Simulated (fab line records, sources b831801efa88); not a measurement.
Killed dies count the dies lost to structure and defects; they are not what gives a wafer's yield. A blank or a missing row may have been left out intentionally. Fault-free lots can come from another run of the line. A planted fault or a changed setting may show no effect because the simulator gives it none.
The tool behind it: which one? -- flow sky130 -- 11 lots with 33 wafers sampled at 5 steps, on a route of 708 steps

## WHAT EACH GAUGE READ, for each wafer
SKY_VT_ADJUST_HVTR_TW_MEAS_11.
lot,measured,on,VT_ADJUST_HVTR_TW
L224,day 9 20:50,film-metro-01,210.6 210.5 210.4
L226,day 10 12:17,film-metro-01,210.1 209.5 209.0
L227,day 10 22:07,film-metro-03,208.1 208.2 208.7
L228,day 11 01:19,film-metro-01,212.0 211.5 212.0
L232,day 12 12:11,film-metro-03,208.0 209.7 209.5
L233,day 12 17:43,film-metro-03,209.2 209.4 208.0
L234,day 13 02:52,film-metro-01,210.2 213.1 211.3
L242,day 15 13:39,film-metro-03,208.7 208.6 208.1
L243,day 15 19:18,film-metro-01,209.6 209.8 209.8
L244,day 16 03:42,film-metro-01,210.1 211.3 209.8
L246,day 16 13:59,film-metro-02,210.8 211.2 211.9

SKY_SONOS_TUNNEL_CD_MEAS_07: the cd target is 410 nm.
lot,measured,on,cd-nm (nm)
L224,day 11 19:11,cd-sem-02,411.6 411.6 410.7
L226,day 12 12:26,cd-sem-01,404.5 404.8 407.1
L227,day 12 23:14,cd-sem-02,412.2 411.8 410.5
L228,day 13 02:38,cd-sem-02,410.0 410.1 409.6
L232,day 14 15:17,cd-sem-01,411.1 407.9 409.9
L233,day 14 21:59,cd-sem-01,412.7 412.6 412.5
L234,day 15 07:02,cd-sem-02,409.8 409.9 408.1
L242,day 17 21:45,cd-sem-02,409.6 409.1 408.9
L243,day 18 04:04,cd-sem-01,407.5 408.7 408.6
L244,day 18 14:09,cd-sem-01,408.1 406.6 407.2
L246,day 19 01:17,cd-sem-01,410.6 411.1 410.7

SKY_SONOS_ONO_THK_MEAS_03.
lot,measured,on,SONOS_ONO_CVD_02_THK (nm)
L224,day 11 23:17,film-metro-04,10.80 10.83 10.77
L226,day 12 15:55,film-metro-04,10.44 10.40 10.60
L227,day 13 05:03,film-metro-04,10.44 10.50 10.49
L228,day 13 07:52,film-metro-01,10.44 10.51 10.41
L232,day 14 18:24,film-metro-02,10.59 10.61 10.68
L233,day 15 01:40,film-metro-01,18.31 18.32 18.40 18.30 18.28 18.36
L234,day 15 10:08,film-metro-02,18.42 18.36 18.40 18.41 18.33 18.37
L242,day 18 02:43,film-metro-04,10.48 10.44 10.55
L243,day 18 08:12,film-metro-01,10.40 10.61 10.48
L244,day 18 17:15,film-metro-04,10.03 10.11 10.03
L246,day 19 05:14,film-metro-04,10.54 10.59 10.64

## WHICH TOOL RAN EACH LOT (tool, then ch and the chambers of the sampled wafers, then the start)
lot,SKY_VT_ADJUST_NCORE_STRIP_10,SKY_SONOS_ONO_CVD_02
L224,"plasma-asher-03 ch 0,1, day 8 22:38","lpcvd-02 ch 1, day 11 22:14"
L226,"plasma-asher-03 ch 0,1, day 9 13:31","lpcvd-02 ch 0, day 12 14:52"
L227,"plasma-asher-02 ch 0,1, day 9 23:11","lpcvd-02 ch 1, day 13 03:58"
L228,"plasma-asher-01 ch 0,1, day 10 02:25","lpcvd-02 ch 0, day 13 06:49"
L232,"plasma-asher-02 ch 0,1, day 11 10:58","lpcvd-02 ch 1, day 14 17:21"
L233,"plasma-asher-03 ch 0,1, day 11 16:38","lpcvd-02 ch 0, day 15 00:05"
L234,"plasma-asher-02 ch 0,1, day 12 01:38","lpcvd-02 ch 1, day 15 09:05"
L242,"plasma-asher-02 ch 0,1, day 14 10:19","lpcvd-02 ch 0, day 18 01:38"
L243,"plasma-asher-01 ch 0,1, day 14 15:37","lpcvd-02 ch 1, day 18 07:08"
L244,"plasma-asher-02 ch 1, day 15 00:28","lpcvd-02 ch 1, day 18 16:11"
L246,"plasma-asher-01 ch 0,1, day 15 10:14","lpcvd-02 ch 1, day 19 04:11"
- SKY_VT_ADJUST_NCORE_STRIP_10: strips in O2/N2.
- SKY_SONOS_ONO_CVD_02: deposits Si3N4 from DCS/NH3, target thk 10.5 nm, time 180 s.

## AS READ BY THE TOOLS THEMSELVES (means over the sampled wafers that have a number; for cases with no such wafer, the mark the record gives instead)
SKY_VT_ADJUST_NCORE_STRIP_10.
lot,tool,drypump-motor-current-A (A),o2-flow-sccm (sccm),oes-product-au (a.u.),strip-time-to-endpoint-s (s)
L224,plasma-asher-03,5.8,2931,0.711,14.22
L226,plasma-asher-03,5.8,2922,0.712,14.17
L227,plasma-asher-02,5.4,2925,0.717,14.22
L228,plasma-asher-01,5.5,2917,0.716,14.20
L232,plasma-asher-02,5.6,2932,0.714,14.17
L233,plasma-asher-03,6.0,2914,0.716,14.24
L234,plasma-asher-02,5.4,2925,0.712,14.24
L242,plasma-asher-02,5.6,2934,0.711,14.19
L243,plasma-asher-01,5.3,2939,0.716,14.19
L244,plasma-asher-02,5.9,2930,0.712,14.24
L246,plasma-asher-01,5.3,2922,0.714,14.21

SKY_SONOS_ONO_CVD_02.
lot,tool,spike-tc-bottom-C (C),spike-tc-centre-C (C),spike-tc-lower-C (C),spike-tc-top-C (C),spike-tc-upper-C (C),susceptor-temp-C (C),zone-power-lower-pct (%),zone-power-top-pct (%),zone-power-upper-pct (%)
L224,lpcvd-02,790.4,769.2,771.7,783.2,769.5,769.9,14.3,22.3,10.8
L226,lpcvd-02,791.5,770.0,769.9,789.1,769.9,770.2,13.5,27.9,13.9
L227,lpcvd-02,788.7,769.5,771.3,783.7,768.9,769.6,14.1,22.3,10.7
L228,lpcvd-02,791.5,771.5,769.5,788.9,770.3,770.1,13.5,27.6,14.2
L232,lpcvd-02,788.8,769.3,771.5,782.5,768.5,770.0,14.4,22.6,10.8
L233,lpcvd-02,824.3,803.2,801.4,820.1,803.7,802.2,14.7,29.3,15.1
L234,lpcvd-02,821.4,802.1,805.3,814.7,799.8,802.3,15.5,23.9,11.6
L242,lpcvd-02,791.6,771.7,768.7,787.6,771.2,769.8,13.7,27.4,14.1
L243,lpcvd-02,789.1,768.5,771.1,783.8,768.5,770.3,14.3,22.3,10.7
L244,lpcvd-02,788.2,767.9,771.1,782.5,769.3,770.4,14.2,22.4,10.6
L246,lpcvd-02,788.5,768.3,771.0,784.3,767.2,769.8,14.4,22.4,10.7

## THE ANSWER, worked out from the rows above alone
Rule: usual is defined by the lots themselves. Put in order of their means at a reading, lots are off if they are a third of the lots or fewer, leave a main group of 4 or more, and stand apart from it by a gap of 3 or more times the standard deviation of the main group's means; of several such gaps the widest counts. A main group whose means are all the same, to the digits that the tables above print for the reading, isn't used. A lot without any number at a reading at which 4 lots or more have one is off too. The other lots that the step has rows for count as sound. The gauges are gone through in route order, then the tools' own readings, and for those a lot's mean is taken as printed above. At the first step where some lot is off, the reading lying furthest off is the one used; lots without a number count as furthest.
Off: L233, L234, at SKY_SONOS_ONO_THK_MEAS_03 (SONOS_ONO_CVD_02_THK). For the main group the mean is 10.50 nm and the standard deviation 0.19.
A tool fits if, at a process step before that reading, it ran every lot that is off, and no sound lot after the first of them. Not tried: the gauges at SKY_SONOS_ONO_THK_MEAS_03; whatever is off there is also off at SKY_SONOS_ONO_CVD_02, on other tools, and gauge error can't account for it. Not one of the candidates tried fits.

## WHAT THE SIMULATOR HAD PUT IN
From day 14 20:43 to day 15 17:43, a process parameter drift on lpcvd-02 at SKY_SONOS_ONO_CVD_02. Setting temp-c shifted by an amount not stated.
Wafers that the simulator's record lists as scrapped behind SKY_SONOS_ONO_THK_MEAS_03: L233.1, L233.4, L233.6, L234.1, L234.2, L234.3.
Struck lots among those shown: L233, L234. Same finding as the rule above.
